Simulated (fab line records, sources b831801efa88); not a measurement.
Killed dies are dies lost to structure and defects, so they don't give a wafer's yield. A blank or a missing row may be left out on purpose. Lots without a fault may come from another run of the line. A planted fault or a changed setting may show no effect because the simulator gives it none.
Problem report in the 8D (eight disciplines) form, filled by code | flow gf180mcu | the parts of the form that need people (team, actions taken, sign-off) are left out

1. THE PROBLEM
exposure_dose_mJ_cm2 at GF_PASSIVATION_EXPOSE_08 reads a mean of 292.04 on 6 wafers of 2 lots; wafers without a fault read 309.98 with a standard deviation of 0.29. That is -62 standard deviations from the usual mean.
The step: exposes mask Pad, target cd 40000 nm.
First seen on wafer L793.2, day 31 02:16, on iline_stepper-01. The record holds 39 wafers of 13 lots with a number at this step. Rule for "out", or "out of limits": more than 4 standard deviations from the usual mean. The other wafers with a number count as sound.

2. WHAT IT IS AND WHAT IT IS NOT
question                    | is                     | is not
which readings at this step | exposure_dose_mJ_cm2   | -
which lots                  | L793, L795             | L785, L786, L787, L789, L791, L792, L794, L799, L803, L804, L805
which wafers of those lots  | all that have a number | -
read on which tools         | iline_stepper-01       | iline_stepper-02
when                        | from day 31 02:16      | up to then (18 sound wafers); but 15 sound wafers of L794, L799, L803, L804, L805 came after

3. SUSPECTS, AND WHAT RULES EACH OUT
Counting: a tool at a process step up to the reading stays a suspect if it ran every lot that is out and no sound lot after the first of them.
- iline_stepper-01 at GF_PASSIVATION_EXPOSE_08 (exposes mask Pad, target cd 40000 nm): kept. It ran every lot that is out, first L793 (day 31 02:16), and no sound lot after that; its last sound lot up to then is L791 (day 30 09:27). Its own readings are out on those wafers: exposure_dose_mJ_cm2.
Left after counting: iline_stepper-01 at GF_PASSIVATION_EXPOSE_08.

4. THE CAUSE (what the simulator had put in)
Process parameter drift: iline_stepper-01, from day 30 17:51 on, at GF_PASSIVATION_EXPOSE_08. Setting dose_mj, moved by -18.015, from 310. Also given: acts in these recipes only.
Counting left only this tool.

5. THE CHAIN OF EFFECTS, in route order
Each row: a reading whose mean over the struck wafers that have a number lies more than 3 standard deviations from the usual. Only readings for which the record gives a usual standard deviation are gone through. hours: the time from each lot's start at the first step in this table that gives one to its start at this step, as a median over the lots. sigmas: the change in usual standard deviations.
hours | step                     | reading              | usual  | on struck wafers | change | sigmas
0     | GF_PASSIVATION_EXPOSE_08 | exposure_dose_mJ_cm2 | 309.98 | 292.04           | -17.94 | -62
The process steps in it:
- GF_PASSIVATION_EXPOSE_08: exposes mask Pad, target cd 40000 nm.

6. WHAT WOULD HAVE CAUGHT IT SOONER
In this record the first reading out of limits was taken at day 31 02:16, 8 hours after the fault began at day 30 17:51.
